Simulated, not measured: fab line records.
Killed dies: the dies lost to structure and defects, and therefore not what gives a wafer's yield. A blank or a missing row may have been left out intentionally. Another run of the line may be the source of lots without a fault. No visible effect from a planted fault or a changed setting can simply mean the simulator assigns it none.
fab line records	flow sfq-line
[record] lots = 15	wafers = 45	last-day = 81
route steps=325 shown I5@236 M7@282
lots with no fault: from the same line, run without faults
start-h: hours from the record's opening day to when the first of the lot's shown wafers began	wait-h: how many hours have passed since the lot's step before this one	" identical to the entry in the row above	L1.1+2: a single row standing in for several wafers	- no value present, or no start provided	* or withheld: withheld	< > ~ a bound
route shown NAME@n: names a module that has steps shown in the file, with the first one's number in the route	usual: average and standard deviation across the fault-free wafers	same: alike in all rows	chamber/n: place in a boat	sites: each site's reading	_std_site: the values' standard deviation	_edge_site: outer sites' mean less inner sites'	radius-mm: how far each site lies from the wafer's centre	mask NAME#n: copy n	behind: tool/chamber where the wafer was last shaped	hold: why the lot went on hold/how many hours it stayed there/how the hold came to an end	device: which transistor (n, p or np) failed to switch	end of line: the route-end tests of the same wafers	a step without rows: its recipe alone	killed: the dies lost at the first sort to structure and to defects; this is not the yield of the wafer	map: shows each die of a wafer: x if killed, . if not, _ if none is there
set.NAME: setting as actually run; set.NAME@STEP: the setting as run at that earlier step	model.NAME: the simulator's own value behind a step, which no gauge read
route steps across a sampled set of lots; one table per step, one row per wafer
services: when a tool's chamber went out of use (start-h, in hours from the record's first day, below 0 if earlier), for how many hours, and the reason
[[steps]]
[step SFQ_TRILAYER_I5_BARC_OPEN_VIA_ETCH_200]
[recipe] mask-material = PR	chemistry = O2	target-depth-nm = 125	target = BARC	source-w = 500	bias-w = 80	pressure-mtorr = 30	time-s = 41.7
[usual] drypump-motor-current-A = 5.6/0.55	oes-product-au = 0.685/0.0048
lot.wafer	tool	chamber	start-h	wait-h	drypump-motor-current-A	oes-product-au	rf-hours-counter-h
L447.4	rie-diel-01	1	1307.17	0.0	5.9	0.684	12
L447.5	"	3	"	"	4.8	0.687	-
L447.6	"	0	"	"	4.8	0.683	-
L449.3	rie-diel-01	1	1317.97	0.0	5.9	0.684	12
L449.4	"	3	"	"	4.8	0.685	5
L449.6	"	0	"	"	4.8	0.685	-
L451.3	rie-diel-02	3	1320.37	0.0	5.4	0.689	17
L451.5	"	1	"	"	6.4	0.684	-
L451.6	"	0	"	"	5.9	0.681	-
L452.2	rie-diel-01	1	1325.17	0.0	5.9	0.692	12
L452.5	"	3	"	"	4.8	0.681	-
L452.6	"	2	"	"	5.5	0.687	-
L455.2	rie-diel-01	0	1374.47	0.0	4.8	0.683	15
L455.3	"	1	"	"	5.9	0.687	12
L455.4	"	3	"	"	4.8	0.683	6
L456.1	rie-diel-04	2	1375.67	0.0	5.5	0.692	16
L456.3	"	0	"	"	6.2	0.684	18
L456.5	"	2	"	"	5.5	0.678	-
L457.1	rie-diel-02	1	1376.87	0.0	6.4	0.687	8
L457.2	"	0	"	"	5.9	0.679	10
L457.5	"	0	"	"	5.9	0.687	-
L459.3	rie-diel-04	1	1408.77	0.0	5.3	0.680	17
L459.4	"	3	"	"	6.4	0.688	12
L459.6	"	3	"	"	6.4	0.692	-
L463.4	rie-diel-01	2	1488.37	0.0	5.5	0.685	13
L463.5	"	3	"	"	4.8	0.682	-
L463.6	"	2	"	"	5.6	0.687	-
L464.1	rie-diel-02	2	1610.96	0.0	5.5	0.693	18
L464.4	"	1	"	"	6.4	0.690	12
L464.5	"	0	"	"	5.9	0.683	-
L465.1	rie-diel-04	3	1613.30	0.0	6.4	0.695	14
L465.2	"	2	"	"	5.5	0.691	19
L465.4	"	1	"	"	5.2	0.684	-
L467.2	rie-diel-04	0	1707.02	0.0	6.2	0.685	21
L467.3	"	1	"	"	5.2	0.682	20
L467.5	"	0	"	"	6.2	0.688	-
L468.3	rie-diel-02	1	1748.17	0.0	6.4	0.684	12
L468.4	"	0	"	"	5.9	0.684	15
L468.5	"	1	"	"	6.4	0.692	-
L469.3	rie-diel-04	3	1750.57	0.0	6.4	0.686	16
L469.5	"	3	"	"	6.4	0.686	-
L469.6	"	1	"	"	5.3	0.689	-
L470.2	rie-diel-01	2	1752.97	0.0	5.5	0.694	16
L470.3	"	0	"	"	4.8	0.684	21
L470.6	"	2	"	"	5.5	0.684	-
[step SFQ_TRILAYER_M7_DEP_SPUTTER_175]
[recipe] material = Nb	base-pressure-pa = 1.33e-06	chamber-pressure-pa = 0.1333	substrate-temp-c = 20	target-thk-nm = 200	power-w = 2000	time-s = 133.3
[usual] base-pressure-pa = 1.32e-06/7.9e-08	cathode-dc-power-W = 2000.0/0.41	chamber-pressure-pa = 0.13329/0.00026	throttle-valve-pct = 30.1/0.58
lot.wafer	tool	chamber	start-h	wait-h	base-pressure-pa	cathode-dc-power-W	chamber-pressure-pa	throttle-valve-pct
L447.4	pvd-sputter-05	-	1549.64	0.0	1.31e-06	2000.8	0.13384	29.8
L447.5	"	-	"	"	1.41e-06	2000.5	0.13301	30.2
L447.6	"	-	"	"	1.44e-06	1999.8	0.13341	30.8
L449.3	pvd-sputter-05	-	1559.28	0.0	1.36e-06	2000.0	0.13319	30.2
L449.4	"	-	"	"	1.34e-06	2000.4	0.1329	30.1
L449.6	"	-	"	"	1.32e-06	1999.6	0.13339	30.0
L451.3	pvd-sputter-03	-	1561.68	0.0	1.31e-06	2000.5	0.1332	29.9
L451.5	"	-	"	"	1.31e-06	1999.9	0.13311	31.0
L451.6	"	-	"	"	1.39e-06	1999.8	0.13327	29.8
L452.2	pvd-sputter-06	-	1564.08	0.0	1.3e-06	1999.6	0.13303	30.5
L452.5	"	-	"	"	1.35e-06	1999.1	0.13296	28.9
L452.6	"	-	"	"	1.37e-06	1999.9	0.13334	30.2
L455.2	pvd-sputter-06	-	1596.45	0.0	-	-	-	-
L455.3	"	-	"	"	-	-	-	-
L455.4	"	-	"	"	-	-	-	-
L456.1	pvd-sputter-05	-	1597.65	0.0	-	-	-	-
L456.3	"	-	"	"	-	-	-	-
L456.5	"	-	"	"	-	-	-	-
L457.1	pvd-sputter-03	-	1598.85	0.0	-	-	-	-
L457.2	"	-	"	"	-	-	-	-
L457.5	"	-	"	"	-	-	-	-
L459.3	pvd-sputter-05	-	1712.78	0.0	1.24e-06	2000.6	0.13345	29.8
L459.4	"	-	"	"	1.26e-06	2000.0	0.13321	30.2
L459.6	"	-	"	"	1.26e-06	2000.5	0.1334	30.3
L463.4	pvd-sputter-03	-	1724.53	0.0	1.47e-06	2000.3	0.13264	30.8
L463.5	"	-	"	"	1.26e-06	2000.0	0.13361	29.9
L463.6	"	-	"	"	1.39e-06	2000.2	0.13335	30.8
L464.1	pvd-sputter-05	-	1752.75	0.0	1.37e-06	1999.8	0.13367	30.1
L464.4	"	-	"	"	1.25e-06	2000.4	0.13288	30.0
L464.5	"	-	"	"	1.31e-06	2000.3	0.1335	30.1
L465.1	pvd-sputter-03	-	1757.74	0.0	1.35e-06	2000.7	0.13302	30.7
L465.2	"	-	"	"	1.38e-06	2000.4	0.13373	30.1
L465.4	"	-	"	"	1.43e-06	1999.7	0.13298	30.1
L467.2	pvd-sputter-06	-	1765.15	0.0	1.23e-06	1999.8	0.13322	28.5
L467.3	"	-	"	"	1.36e-06	2000.7	0.13331	30.3
L467.5	"	-	"	"	1.44e-06	2000.0	0.13306	30.4
L468.3	pvd-sputter-03	-	1773.37	0.0	1.31e-06	1999.4	0.13303	29.8
L468.4	"	-	"	"	1.34e-06	2000.6	0.13333	30.0
L468.5	"	-	"	"	1.3e-06	2000.7	0.1334	30.7
L469.3	pvd-sputter-06	-	1776.20	0.0	1.46e-06	1999.6	0.13307	30.4
L469.5	"	-	"	"	1.3e-06	2000.4	0.13293	28.8
L469.6	"	-	"	"	1.14e-06	2000.1	0.13299	30.3
L470.2	pvd-sputter-05	-	1777.42	0.0	1.46e-06	1999.6	0.13353	30.0
L470.3	"	-	"	"	1.36e-06	2000.0	0.13334	30.2
L470.6	"	-	"	"	1.41e-06	2000.2	0.13309	31.1
[step SFQ_M7_RS_MEAS_943]
[recipe] thk-meas-gauge = four-point-probe	reads = Nb_of_TRILAYER_M7_DEP_SPUTTER_175
[usual] M7_NB_RS = 0.890/0.011
lot.wafer	tool	chamber	start-h	wait-h	M7_NB_RS[ohm/sq]
L447.4	film-metro-01	-	1549.80	0.1	0.889
L447.5	"	-	"	"	0.896
L447.6	"	-	"	"	0.916
L449.3	film-metro-04	-	1559.41	0.1	0.913
L449.4	"	-	"	"	0.909
L449.6	"	-	"	"	0.917
L451.3	film-metro-01	-	1561.81	0.1	0.878
L451.5	"	-	"	"	0.882
L451.6	"	-	"	"	0.877
L452.2	film-metro-04	-	1564.19	0.1	0.899
L452.5	"	-	"	"	0.897
L452.6	"	-	"	"	0.888
L455.2	film-metro-03	-	1596.56	0.1	-
L455.3	"	-	"	"	-
L455.4	"	-	"	"	-
L456.1	film-metro-04	-	1597.74	0.0	-
L456.3	"	-	"	"	-
L456.5	"	-	"	"	-
L457.1	film-metro-03	-	1598.94	0.0	-
L457.2	"	-	"	"	-
L457.5	"	-	"	"	-
L459.3	film-metro-03	-	1712.91	0.1	0.885
L459.4	"	-	"	"	0.892
L459.6	"	-	"	"	0.890
L463.4	film-metro-03	-	1724.68	0.1	0.886
L463.5	"	-	"	"	0.886
L463.6	"	-	"	"	0.882
L464.1	film-metro-01	-	1752.84	0.0	0.902
L464.4	"	-	"	"	0.904
L464.5	"	-	"	"	0.909
L465.1	film-metro-01	-	1757.83	0.0	0.887
L465.2	"	-	"	"	0.886
L465.4	"	-	"	"	0.892
L467.2	film-metro-03	-	1765.26	0.1	0.896
L467.3	"	-	"	"	0.893
L467.5	"	-	"	"	0.878
L468.3	film-metro-04	-	1773.51	0.1	0.889
L468.4	"	-	"	"	0.877
L468.5	"	-	"	"	0.874
L469.3	film-metro-01	-	1776.33	0.1	0.878
L469.5	"	-	"	"	0.894
L469.6	"	-	"	"	0.879
L470.2	film-metro-04	-	1777.53	0.1	0.896
L470.3	"	-	"	"	0.888
L470.6	"	-	"	"	0.901
[step SFQ_M7_OVL_MEAS_945]
[usual] M7_OVL = 1/6.1
lot.wafer	tool	chamber	start-h	wait-h	M7_OVL[nm]
L447.4	overlay-01	-	1552.31	0.1	8
L447.5	"	-	"	"	-10
L447.6	"	-	"	"	5
L449.3	overlay-01	-	1655.40	0.1	9
L449.4	"	-	"	"	0
L449.6	"	-	"	"	-2
L451.3	overlay-01	-	1657.80	0.1	5
L451.5	"	-	"	"	5
L451.6	"	-	"	"	-1
L452.2	overlay-01	-	1660.19	0.1	3
L452.5	"	-	"	"	-3
L452.6	"	-	"	"	8
L455.2	overlay-01	-	1686.59	0.1	12
L455.3	"	-	"	"	8
L455.4	"	-	"	"	11
L456.1	overlay-01	-	1687.79	0.1	0
L456.3	"	-	"	"	-1
L456.5	"	-	"	"	-1
L457.1	overlay-02	-	1688.99	0.1	-6
L457.2	"	-	"	"	-6
L457.5	"	-	"	"	-9
L459.3	overlay-02	-	1715.75	0.1	-9
L459.4	"	-	"	"	0
L459.6	"	-	"	"	0
L463.4	overlay-01	-	1814.99	0.1	11
L463.5	"	-	"	"	-4
L463.6	"	-	"	"	4
L464.1	overlay-02	-	1839.10	0.1	7
L464.4	"	-	"	"	-7
L464.5	"	-	"	"	0
L465.1	overlay-01	-	1840.30	0.1	-5
L465.2	"	-	"	"	-3
L465.4	"	-	"	"	3
L467.2	overlay-01	-	1848.71	0.1	4
L467.3	"	-	"	"	13
L467.5	"	-	"	"	10
L468.3	overlay-02	-	1855.91	0.1	0
L468.4	"	-	"	"	9
L468.5	"	-	"	"	0
L469.3	overlay-02	-	1860.71	0.1	-2
L469.5	"	-	"	"	0
L469.6	"	-	"	"	1
L470.2	overlay-02	-	1861.91	0.1	1
L470.3	"	-	"	"	8
L470.6	"	-	"	"	-3
[step SFQ_TRILAYER_M7_ETCH_METAL_ETCH_180]
[recipe] target = Nb	stop-on = SiO2	mask-material = PR	chemistry = Cl2/Ar	target-depth-nm = 240	icp-w = 600	bias-w = 80	pressure-mtorr = 10	time-s = 120
[usual] drypump-motor-current-A = 5.74/0.28	oes-product-au = 0.894/0.0078
lot.wafer	tool	chamber	start-h	wait-h	drypump-motor-current-A	oes-product-au	rf-hours-counter-h
L447.4	rie-metal-04	0	1552.43	0.1	5.25	0.892	-
L447.5	"	1	"	"	5.83	0.896	-
L447.6	"	0	"	"	5.25	0.884	-
L449.3	rie-metal-01	0	1655.53	0.1	5.71	0.882	-
L449.4	"	1	"	"	5.82	0.878	-
L449.6	"	1	"	"	5.81	0.872	-
L451.3	rie-metal-01	1	1657.93	0.1	5.81	0.905	-
L451.5	"	1	"	"	5.81	0.894	-
L451.6	"	0	"	"	5.70	0.893	-
L452.2	rie-metal-01	0	1660.28	0.0	5.71	0.882	88
L452.5	"	0	"	"	5.70	0.885	-
L452.6	"	1	"	"	5.82	0.898	-
L455.2	rie-metal-01	0	1686.68	0.0	5.70	0.376	92
L455.3	"	0	"	"	5.70	0.376	-
L455.4	"	1	"	"	5.85	0.372	-
L456.1	rie-metal-03	1	1687.88	0.0	6.31	0.373	60
L456.3	"	0	"	"	5.75	0.377	-
L456.5	"	1	"	"	6.33	0.373	-
L457.1	rie-metal-01	0	1689.14	0.1	5.70	0.377	92
L457.2	"	0	"	"	5.71	0.372	-
L457.5	"	0	"	"	5.70	0.383	-
L459.3	rie-metal-01	0	1715.88	0.1	5.72	0.891	-
L459.4	"	1	"	"	5.84	0.893	-
L459.6	"	0	"	"	5.71	0.892	-
L463.4	rie-metal-01	0	1815.11	0.1	5.71	0.894	-
L463.5	"	0	"	"	5.71	0.902	-
L463.6	"	1	"	"	5.80	0.891	-
L464.1	rie-metal-01	0	1839.20	0.0	5.71	0.883	117
L464.4	"	0	"	"	5.71	0.884	-
L464.5	"	0	"	"	5.71	0.883	-
L465.1	rie-metal-03	1	1840.40	0.0	6.33	0.895	82
L465.2	"	0	"	"	5.75	0.895	92
L465.4	"	1	"	"	6.34	0.900	-
L467.2	rie-metal-04	1	1848.80	0.0	5.82	0.883	108
L467.3	"	1	"	"	5.82	0.898	-
L467.5	"	0	"	"	5.25	0.902	-
L468.3	rie-metal-04	1	1856.04	0.1	5.85	0.894	-
L468.4	"	0	"	"	5.23	0.896	-
L468.5	"	0	"	"	5.23	0.905	-
L469.3	rie-metal-01	1	1860.84	0.1	5.82	0.899	-
L469.5	"	1	"	"	5.78	0.893	-
L469.6	"	0	"	"	5.72	0.896	-
L470.2	rie-metal-04	0	1862.00	0.0	5.22	0.893	42
L470.3	"	0	"	"	5.20	0.896	-
L470.6	"	1	"	"	5.82	0.888	-
[step SFQ_TRILAYER_M7_STRIP_STRIP_181]
[recipe] gas = O2	power-w = 200	platen-temp-c = 40	overash-fraction = 0.65	chemistry = O2	pressure-mtorr = 50
[usual] drypump-motor-current-A = 5.74/0.28	oes-product-au = 1.002/0.0067
lot.wafer	tool	chamber	start-h	wait-h	drypump-motor-current-A	oes-product-au	rf-hours-counter-h
L447.4	rie-metal-04	0	1552.71	0.2	5.23	0.999	-
L447.5	"	1	"	"	5.83	1.012	-
L447.6	"	0	"	"	5.21	1.006	-
L449.3	rie-metal-01	0	1655.81	0.2	5.71	0.998	-
L449.4	"	1	"	"	5.82	1.004	-
L449.6	"	1	"	"	5.84	1.002	-
L451.3	rie-metal-01	1	1658.21	0.2	5.83	0.999	-
L451.5	"	1	"	"	5.82	1.006	-
L451.6	"	0	"	"	5.69	0.997	-
L452.2	rie-metal-01	0	1660.41	0.1	5.69	1.000	88
L452.5	"	0	"	"	5.71	1.001	-
L452.6	"	1	"	"	5.84	0.998	-
L455.2	rie-metal-01	0	1686.81	0.1	5.69	0.994	92
L455.3	"	0	"	"	5.70	1.001	-
L455.4	"	1	"	"	5.81	0.998	-
L456.1	rie-metal-03	1	1688.01	0.1	6.32	0.994	61
L456.3	"	0	"	"	5.74	0.997	-
L456.5	"	1	"	"	6.29	0.993	-
L457.1	rie-metal-01	0	1689.39	0.2	5.70	1.004	92
L457.2	"	0	"	"	5.71	1.010	-
L457.5	"	0	"	"	5.69	1.014	-
L459.3	rie-metal-01	0	1716.16	0.2	5.70	1.004	-
L459.4	"	1	"	"	5.80	0.989	-
L459.6	"	0	"	"	5.68	1.010	-
L463.4	rie-metal-01	0	1815.40	0.2	5.71	0.996	-
L463.5	"	0	"	"	5.68	0.994	-
L463.6	"	1	"	"	5.84	1.005	-
L464.1	rie-metal-01	0	1839.32	0.1	5.70	1.002	117
L464.4	"	0	"	"	5.69	0.993	-
L464.5	"	0	"	"	5.70	1.007	-
L465.1	rie-metal-03	1	1840.52	0.1	6.31	1.006	82
L465.2	"	0	"	"	5.75	1.002	92
L465.4	"	1	"	"	6.33	1.003	-
L467.2	rie-metal-04	1	1848.92	0.1	5.85	1.005	108
L467.3	"	1	"	"	5.85	1.003	-
L467.5	"	0	"	"	5.23	0.996	-
L468.3	rie-metal-04	1	1856.32	0.2	5.82	1.006	-
L468.4	"	0	"	"	5.24	1.006	-
L468.5	"	0	"	"	5.25	0.996	-
L469.3	rie-metal-01	1	1861.12	0.2	5.77	1.003	-
L469.5	"	1	"	"	5.80	1.002	-
L469.6	"	0	"	"	5.72	0.998	-
L470.2	rie-metal-04	0	1862.12	0.1	5.27	1.002	42
L470.3	"	0	"	"	5.28	1.016	-
L470.6	"	1	"	"	5.84	1.011	-
[[services]]
tool	chamber	start-h	hours	kind
pvd-sputter-05	-	1290.08	0.6	repair
rie-diel-01	1	1342.99	5.4	repair
rie-metal-04	0	1356.73	22.2	repair
rie-metal-01	-	1399.62	1.2	repair
pvd-sputter-05	-	1408.98	6.7	repair
rie-diel-01	3	1429.54	10.8	repair
rie-metal-01	1	1433.67	11.6	repair
pvd-sputter-05	-	1444.33	3.9	repair
pvd-sputter-05	-	1445.45	5.9	repair
rie-metal-01	1	1448.75	8.4	repair
rie-metal-04	0	1522.88	26.9	repair
rie-metal-04	-	1526.55	2.8	pm
rie-diel-01	-	1546.56	2.8	pm
pvd-sputter-05	-	1579.49	1.4	repair
rie-diel-01	1	1596.74	4.4	repair
rie-diel-01	2	1600.44	3.6	repair
rie-metal-01	-	1611.24	4.3	pm
rie-metal-04	-	1684.78	4.3	pm
rie-metal-01	1	1688.84	26.0	repair
rie-metal-04	0	1766.39	15.0	repair
rie-diel-01	1	1804.66	11.2	repair
rie-diel-01	0	1805.79	8.8	repair
rie-metal-04	-	1825.67	1.4	pm
rie-metal-04	-	1845.34	1.2	repair
[[key]]
[first-sign] step = SFQ_TRILAYER_M7_DEP_SPUTTER_175	reading = tool-record	direction = missing
[effect] step = SFQ_M7_RS_MEAS_943	reading = M7_NB_RS	direction = missing
[effect] step = SFQ_TRILAYER_M7_ETCH_METAL_ETCH_180	reading = oes-product-au	direction = down	sigmas = 66	usual = 0.894	struck = 0.376
met-at SFQ_TRILAYER_M7_DEP_SPUTTER_175
struck-lots L455,L456,L457
not-acting-at SFQ_TRILAYER_I5_BARC_OPEN_VIA_ETCH_200,SFQ_M7_OVL_MEAS_945,SFQ_TRILAYER_M7_STRIP_STRIP_181
onset-between 1564.08 1596.45
[fault] kind = skipped-step-whole	tool = pvd-sputter-03,pvd-sputter-05,pvd-sputter-06	chamber = -	onset-h = 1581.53	steps = SFQ_TRILAYER_M7_DEP_SPUTTER_175	scope = struck-lots-only
